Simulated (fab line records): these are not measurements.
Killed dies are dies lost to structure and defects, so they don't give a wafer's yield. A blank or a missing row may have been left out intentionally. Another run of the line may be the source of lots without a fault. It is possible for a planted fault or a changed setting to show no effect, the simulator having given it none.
fab line records	flow sky130
[record] lots = 13	wafers = 39	lastDay = 50
route steps=708 shown VT_ADJUST_HVTR@141 SONOS_ONO@171 POLY_GATE@223 LDD_N@244 PAD_OPEN@708
lots that met no fault: taken from a fault-free run of the same line
startH: hours from the record's opening day to when the first of the lot's shown wafers began	waitH: how many hours have passed since the lot's step before this one	" repeats the value in the row above	L1.1+2: a single row standing in for several wafers	- either no value or no given start	* or withheld: withheld	< > ~ a bound
route shown NAME@n: a module of which the file shows steps, and the number in the route of the first	usual: average and standard deviation across the fault-free wafers	same: alike in all rows	chamber/n: place in a boat	sites: per-site readings	_std_site: standard deviation across them	_edge_site: mean of outer sites minus mean of inner sites	radiusMm: how far each site lies from the wafer's centre	mask NAME#n: copy n	behind: the last tool/chamber to shape the wafer	hold: cause of the lot's hold/its duration in hours/its outcome	device: transistor that didn't switch, given as n, p or np	end of line: the same wafers' tests at the end of the route	a step with no rows: only its recipe	killed: count of dies lost to structure and defects at first sort (not the wafer's yield)	map: the dies of a wafer, with x for killed, . for not killed, _ for no die there
set.NAME: setting as actually run; set.NAME@STEP: the setting as run at that earlier step	model.NAME: the simulator's own value behind a step, which no gauge read
steps of the route over a sample of lots; a table a step, a row a wafer
services: a tool's chamber out of use, with start hour (startH, from the record's first day; less than 0 if before it), hours out, and reason
[[steps]]
[step SKY_VT_ADJUST_HVTR_STRIP_10]
[recipe] chemistry = O2/N2	powerW = 1400	pressureMtorr = 1500	platenTempC = withheld	o2FlowSccm = 3000	n2FlowSccm = 300	overashFraction = 0.5
[usual] drypumpMotorCurrentA = 5.7/0.51	oesProductAu = 0.716/0.0049	stripTimeToEndpointS = 14.16/0.038
lot.wafer	tool	chamber	startH	waitH	drypumpMotorCurrentA	oesProductAu	rfHoursCounterH	stripTimeToEndpointS
L467.4	plasmaAsher-03	1	210.85	0.1	5.3	0.713	-	14.18
L467.5	"	0	"	"	6.1	0.716	-	14.19
L467.6	"	1	"	"	5.3	0.715	-	14.22
L468.2	plasmaAsher-03	0	212.97	0.1	6.2	0.705	10	14.09
L468.3	"	0	"	"	6.2	0.717	-	14.12
L468.4	"	1	"	"	5.3	0.716	-	14.12
L470.3	plasmaAsher-03	1	231.80	0.1	5.3	0.710	-	14.06
L470.4	"	0	"	"	6.2	0.720	-	14.16
L470.5	"	1	"	"	5.3	0.727	-	14.17
L471.3	plasmaAsher-04	1	239.33	0.1	5.3	0.723	-	14.16
L471.4	"	0	"	"	6.0	0.708	-	14.13
L471.5	"	0	"	"	6.0	0.721	-	14.19
L474.3	plasmaAsher-03	0	258.13	0.1	6.2	0.719	-	14.22
L474.4	"	1	"	"	5.3	0.719	-	14.20
L474.6	"	1	"	"	5.3	0.719	-	14.20
L475.1	plasmaAsher-04	1	264.63	0.1	5.4	0.715	57	14.17
L475.2	"	0	"	"	6.0	0.722	57	14.23
L475.6	"	1	"	"	5.3	0.710	-	14.17
L476.1	plasmaAsher-01	1	272.52	0.1	4.8	0.715	57	14.17
L476.3	"	1	"	"	4.8	0.712	-	14.24
L476.6	"	1	"	"	4.8	0.711	-	14.19
L477.1	plasmaAsher-03	0	282.69	0.1	6.2	0.720	16	14.14
L477.5	"	1	"	"	5.3	0.719	-	14.14
L477.6	"	0	"	"	6.2	0.725	-	14.17
L478.1	plasmaAsher-01	0	296.64	0.1	6.3	0.717	60	14.15
L478.3	"	0	"	"	6.3	0.718	-	14.16
L478.4	"	1	"	"	4.9	0.709	-	14.13
L479.1	plasmaAsher-04	1	296.94	0.1	5.4	0.716	61	14.17
L479.3	"	1	"	"	5.3	0.718	-	14.16
L479.6	"	1	"	"	5.3	0.718	-	14.19
L488.3	plasmaAsher-04	0	367.45	0.1	6.0	0.721	-	14.22
L488.4	"	1	"	"	5.3	0.714	-	14.18
L488.5	"	0	"	"	6.0	0.713	-	14.20
L487.2	plasmaAsher-04	1	368.78	0.1	5.3	0.711	66	14.18
L487.4	"	0	"	"	6.0	0.720	-	14.16
L487.6	"	1	"	"	5.4	0.712	-	14.18
L489.1	plasmaAsher-01	0	375.77	0.1	6.3	0.717	69	14.09
L489.4	"	1	"	"	4.8	0.713	-	14.12
L489.5	"	1	"	"	4.8	0.715	-	14.11
[step SKY_SONOS_ONO_THK_MEAS_03]
[recipe] reads = Si3N4_of_SONOS_ONO_CVD_02
[usual] SONOS_ONO_CVD_02_THK = 10.52/0.18
lot.wafer	tool	chamber	startH	waitH	SONOS_ONO_CVD_02_THK[nm]
L468.2	filmMetro-04	-	264.04	0.0	10.75
L468.3	"	-	"	"	10.71
L468.4	"	-	"	"	10.65
L467.4	filmMetro-03	-	264.06	0.0	10.96
L467.5	"	-	"	"	11.12
L467.6	"	-	"	"	10.85
L470.3	filmMetro-04	-	285.67	0.0	10.61
L470.4	"	-	"	"	10.43
L470.5	"	-	"	"	10.58
L471.3	filmMetro-03	-	292.20	0.0	10.50
L471.4	"	-	"	"	10.45
L471.5	"	-	"	"	10.48
L474.3	filmMetro-01	-	311.42	0.0	10.32
L474.4	"	-	"	"	10.29
L474.6	"	-	"	"	10.35
L475.1	filmMetro-04	-	322.41	0.0	10.42
L475.2	"	-	"	"	10.48
L475.6	"	-	"	"	10.32
L476.1	filmMetro-04	-	332.71	0.0	10.54
L476.3	"	-	"	"	10.35
L476.6	"	-	"	"	10.62
L477.1	filmMetro-01	-	337.29	0.0	10.38
L477.5	"	-	"	"	10.20
L477.6	"	-	"	"	10.34
L478.1	filmMetro-03	-	351.82	0.0	10.54
L478.3	"	-	"	"	10.46
L478.4	"	-	"	"	10.51
L479.1	filmMetro-03	-	354.22	0.0	10.54
L479.3	"	-	"	"	10.72
L479.6	"	-	"	"	10.74
L488.3	filmMetro-03	-	430.60	0.0	10.55
L488.4	"	-	"	"	10.41
L488.5	"	-	"	"	10.47
L487.2	filmMetro-01	-	430.61	0.0	10.59
L487.4	"	-	"	"	10.43
L487.6	"	-	"	"	10.50
L489.1	filmMetro-03	-	438.04	0.0	10.53
L489.4	"	-	"	"	10.40
L489.5	"	-	"	"	10.44
[step SKY_POLY_GATE_SOFTBAKE_09]
[recipe] tempC = 100	timeS = 90	resist = KrF-thick
[usual] heaterPowerTotalW = 57.35/0.11	plateTempC = 99.97/0.1
lot.wafer	tool	chamber	startH	waitH	heaterPowerTotalW	plateTempC
L468.2	lithoTrack-02	0	367	-	57.23	100.00
L468.3	"	0	"	"	57.17	99.92
L468.4	"	0	"	"	57.43	100.01
L467.4	lithoTrack-04	0	367	-	57.32	100.06
L467.5	"	0	"	"	57.44	99.83
L467.6	"	0	"	"	57.43	100.04
L470.3	lithoTrack-02	0	392	-	57.19	99.86
L470.4	"	0	"	"	57.42	100.08
L470.5	"	0	"	"	57.35	99.78
L471.3	lithoTrack-02	0	396	-	57.44	99.79
L471.4	"	0	"	"	57.34	99.87
L471.5	"	0	"	"	57.42	99.96
L474.3	lithoTrack-02	0	421	-	57.15	99.93
L474.4	"	0	"	"	57.46	100.12
L474.6	"	0	"	"	57.50	100.00
L475.1	lithoTrack-03	0	433	-	57.29	99.95
L475.2	"	0	"	"	57.41	100.04
L475.6	"	0	"	"	57.29	99.99
L476.1	lithoTrack-02	0	442	-	57.26	99.77
L476.3	"	0	443	-	57.53	99.86
L476.6	"	0	"	"	57.31	99.86
L477.1	lithoTrack-03	0	447	-	57.30	99.90
L477.5	"	0	"	"	57.32	99.87
L477.6	"	0	"	"	57.39	99.96
L478.1	lithoTrack-04	0	463	-	57.25	99.99
L478.3	"	0	"	"	57.22	99.92
L478.4	"	0	"	"	57.23	99.93
L479.1	lithoTrack-02	0	466	-	57.28	99.75
L479.3	"	0	"	"	57.42	99.86
L479.6	"	0	"	"	57.33	99.94
L488.3	lithoTrack-02	0	546	-	57.29	99.98
L488.4	"	0	"	"	57.28	99.92
L488.5	"	0	"	"	57.55	99.77
L487.2	lithoTrack-03	0	548	-	53.42	95.09
L487.4	"	0	"	"	53.35	95.02
L487.6	"	0	"	"	53.41	94.88
L489.1	lithoTrack-03	0	553	-	53.36	94.77
L489.4	"	0	"	"	53.36	94.91
L489.5	"	0	"	"	53.46	94.91
[step SKY_LDD_N_OVL_MEAS_07]
[usual] LDD_N_OVL = 0.7/1.2
lot.wafer	tool	chamber	startH	waitH	LDD_N_OVL[nm]
L468.2	overlay-02	-	414.29	0.1	2.2
L468.3	"	-	"	"	1.3
L468.4	"	-	"	"	1.8
L467.4	overlay-01	-	414.60	0.1	-1.0
L467.5	"	-	"	"	-0.3
L467.6	"	-	"	"	-0.6
L470.3	overlay-02	-	440.95	0.1	2.4
L470.4	"	-	"	"	0.9
L470.5	"	-	"	"	3.9
L471.3	overlay-02	-	444.85	0.1	1.0
L471.4	"	-	"	"	2.1
L471.5	"	-	"	"	3.1
L474.3	overlay-02	-	471.22	0.1	1.8
L474.4	"	-	"	"	0.9
L474.6	"	-	"	"	2.5
L475.1	overlay-02	-	481.29	0.1	-2.0
L475.2	"	-	"	"	-1.3
L475.6	"	-	"	"	-0.8
L476.1	overlay-01	-	491.29	0.1	0.1
L476.3	"	-	"	"	0.9
L476.6	"	-	"	"	0.6
L477.1	overlay-02	-	496.69	0.1	2.9
L477.5	"	-	"	"	1.2
L477.6	"	-	"	"	1.3
L478.1	overlay-01	-	510.41	0.1	-1.1
L478.3	"	-	"	"	-0.7
L478.4	"	-	"	"	-1.1
L479.1	overlay-01	-	514.39	0.1	1.5
L479.3	"	-	"	"	1.0
L479.6	"	-	"	"	1.7
L488.3	overlay-02	-	593.35	0.1	1.3
L488.4	"	-	"	"	1.9
L488.5	"	-	"	"	1.8
L487.2	overlay-02	-	594.94	0.1	-0.4
L487.4	"	-	"	"	0.0
L487.6	"	-	"	"	0.7
L489.1	overlay-01	-	600.16	0.1	1.2
L489.4	"	-	"	"	1.9
L489.5	"	-	"	"	1.6
[step SKY_PAD_OPEN_PROBE_99]
[usual] killed_at_M0_to_M3 = 44/6.3	killed_at_M4_up = 2.8/1.7	killedAtContacts = 25/5.8	killedAtFrontEnd = 14/4.4	killedAtOther = 0.3/0.49	killedDies = 86/8.7	killedOpen = 48/5.8	killedShort = 38/6
[same] grossDies = 492	killedAtBackSide = 0
lot.wafer	tool	chamber	startH	waitH	killed_at_M0_to_M3	killed_at_M4_up	killedAtContacts	killedAtFrontEnd	killedAtOther	killedDies	killedOpen	killedShort
L474.3	prober-02	-	1124.56	0.2	27	5	37	21	0	90	47	43
L474.4	prober-02	-	1124.61	0.2	39	6	35	15	0	95	50	45
L474.6	prober-02	-	1124.71	0.2	41	1	31	17	0	90	56	34
L477.1	prober-01	-	1139.53	0.1	39	0	21	13	0	73	48	25
L477.5	prober-01	-	1139.73	0.2	44	2	17	12	0	75	45	30
L477.6	prober-01	-	1139.78	0.2	39	0	27	20	0	86	44	42
// killed by level:class
L474.3 CONTACT:geometricParticle:open=15 LI_CONTACT:geometricParticle:open=8 CONTACT:geometricParticle:short=7 FIELD_ISO:geometricParticle:short=5 POLY_GATE:geometricParticle:short=5 POLY_GATE:geometricParticle:open=5 LI_CONTACT:geometricParticle:short=5 VIA1:geometricParticle:open=5
L474.4 CONTACT:geometricParticle:open=13 FIELD_ISO:geometricParticle:short=9 LI_CONTACT:geometricParticle:open=9 VIA1:geometricParticle:open=8 LOCAL_INTERCONNECT:geometricParticle:short=6 VIA3:geometricParticle:open=6 CONTACT:geometricParticle:short=4 VIA1:geometricParticle:short=4
L474.6 VIA3:geometricParticle:open=12 LI_CONTACT:geometricParticle:open=10 CONTACT:geometricParticle:open=10 VIA1:geometricParticle:open=8 CONTACT:geometricParticle:short=6 POLY_GATE:geometricParticle:open=5 METAL1:geometricParticle:short=5 FIELD_ISO:geometricParticle:open=4
L477.1 VIA1:geometricParticle:open=11 VIA3:geometricParticle:open=10 LI_CONTACT:geometricParticle:open=6 CONTACT:geometricParticle:open=5 FIELD_ISO:geometricParticle:open=4 VIA2:geometricParticle:open=4 POLY_GATE:geometricParticle:open=3 METAL2:geometricParticle:short=3
L477.5 VIA1:geometricParticle:open=13 CONTACT:geometricParticle:open=8 VIA2:geometricParticle:open=7 VIA3:geometricParticle:open=7 METAL1:geometricParticle:short=6 FIELD_ISO:geometricParticle:short=3 LI_CONTACT:geometricParticle:open=3 CONTACT:geometricParticle:short=3
L477.6 CONTACT:geometricParticle:short=10 VIA1:geometricParticle:open=9 POLY_GATE:geometricParticle:open=8 LI_CONTACT:geometricParticle:open=7 POLY_GATE:geometricParticle:short=7 CONTACT:geometricParticle:open=6 VIA3:geometricParticle:open=5 VIA1:geometricParticle:short=5
[[services]]
tool	chamber	startH	hours	kind
plasmaAsher-01	-	201.48	10.9	repair
plasmaAsher-01	-	234.74	1.3	repair
plasmaAsher-01	-	246.27	3.2	repair
plasmaAsher-03	-	295.94	4.4	repair
plasmaAsher-03	-	315.81	4.0	repair
plasmaAsher-04	-	345.66	15.6	pm
plasmaAsher-03	-	367.16	9.7	repair
plasmaAsher-04	-	421.25	9.0	pm
plasmaAsher-04	0	421.25	9.0	ventCycle
plasmaAsher-04	1	421.25	9.0	ventCycle
plasmaAsher-04	0	430.25	-	clean
plasmaAsher-04	1	430.25	-	clean
plasmaAsher-03	-	454.56	19.3	repair
plasmaAsher-03	-	473.83	14.6	pm
[[key]]
[firstSign] step = SKY_POLY_GATE_SOFTBAKE_09	reading = plateTempC	direction = down	sigmas = 48	usual = *	struck = *
[effect] step = SKY_POLY_GATE_SOFTBAKE_09	reading = heaterPowerTotalW	direction = down	sigmas = 35	usual = *	struck = *
metAt SKY_POLY_GATE_SOFTBAKE_09
struckLots L487,L489
testerLeftOut L487,L489
notActingAt SKY_VT_ADJUST_HVTR_STRIP_10,SKY_SONOS_ONO_THK_MEAS_03,SKY_LDD_N_OVL_MEAS_07
onsetBetween 447 548
[fault] kind = processParameterDrift	tool = lithoTrack-03	chamber = -	onsetH = 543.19	steps = SKY_POLY_GATE_SOFTBAKE_09	channel = tempC	offset = *	shape = step	endH = 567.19	actsIn = *	stated = *
// testerLeftOut: of these lots the tester's yield and bins aren't shown, on N5 and GAA mostly nor the transistor test; their killed dies are dies lost to structure and defects alone, not to doping, threshold or leakage, so they don't give the yield
